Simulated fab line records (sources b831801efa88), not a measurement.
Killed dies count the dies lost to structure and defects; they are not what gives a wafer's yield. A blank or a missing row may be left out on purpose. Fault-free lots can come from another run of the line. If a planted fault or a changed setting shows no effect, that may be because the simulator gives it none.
The tool behind it: which one? ; flow gf180mcu ; 18 wafers from 6 lots sampled at 2 of the route's 602 steps

WHAT THE GAUGES READ, wafer by wafer
GF_NSD_OVL_MEAS_08.
lot;measured;on;NSD_OVL (nm)
L315;day 14 02:08;overlay-01;-2.9 -2.1 -0.4
L320;day 16 06:08;overlay-01;-2.9 -2.5 -1.5
L326;day 18 01:12;overlay-01;-3.3 -1.2 -3.0
L331;day 19 13:23;overlay-02;222.4 221.3 221.8
L334;day 20 14:47;overlay-01;-1.8 -1.8 -2.4
L336;day 21 07:35;overlay-02;-0.9 -2.7 -4.3

TOOL THAT RAN EACH LOT (tool first, then ch and the chambers of the sampled wafers, then the start)
lot;GF_NSD_EXPOSE_04
L315;iline_stepper-02 ch 0, day 13 15:19
L320;iline_stepper-01 ch 0, day 15 19:13
L326;iline_stepper-01 ch 0, day 17 13:25
L331;iline_stepper-01 ch 0, day 19 01:21
L334;iline_stepper-02 ch 0, day 20 03:17
L336;iline_stepper-02 ch 0, day 20 19:30
- GF_NSD_EXPOSE_04: exposes mask Nplus, target cd 400 nm.

THE ANSWER, worked out from the rows above alone
Rule: the lots themselves supply what counts as usual. Put in order of their means at a reading, lots are off if they are a third of the lots or fewer, leave a main group of 4 or more, and stand apart from it by a gap of 3 or more times the standard deviation of the main group's means; of several such gaps the widest counts. Not used: any main group whose means are identical at the precision the tables above print for the reading. Also off: a lot with no number at a reading for which 4 or more lots have one. All remaining lots with rows at the step are treated as sound.
Off: at GF_NSD_OVL_MEAS_08 (NSD_OVL), L331. The main group has a mean of -2.2 nm with a standard deviation of 0.31.
If a tool, at a process step before that reading, ran all the lots that are off and no sound lot after the first of them, it fits. The gauges at GF_NSD_OVL_MEAS_08 are tried like those tools. One fits: GF_NSD_EXPOSE_04 on iline_stepper-01. Its last sound lot is L326 (day 17 13:25), its first lot that is off L331 (day 19 01:21): a fault that began between those two fits.

WHAT HAD BEEN PUT IN BY THE SIMULATOR
Scanner matching overlay: iline_stepper-01, from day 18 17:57 on, at GF_NSD_EXPOSE_04. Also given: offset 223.
Shown lots that were struck: L331. The rule given above showed the same thing.
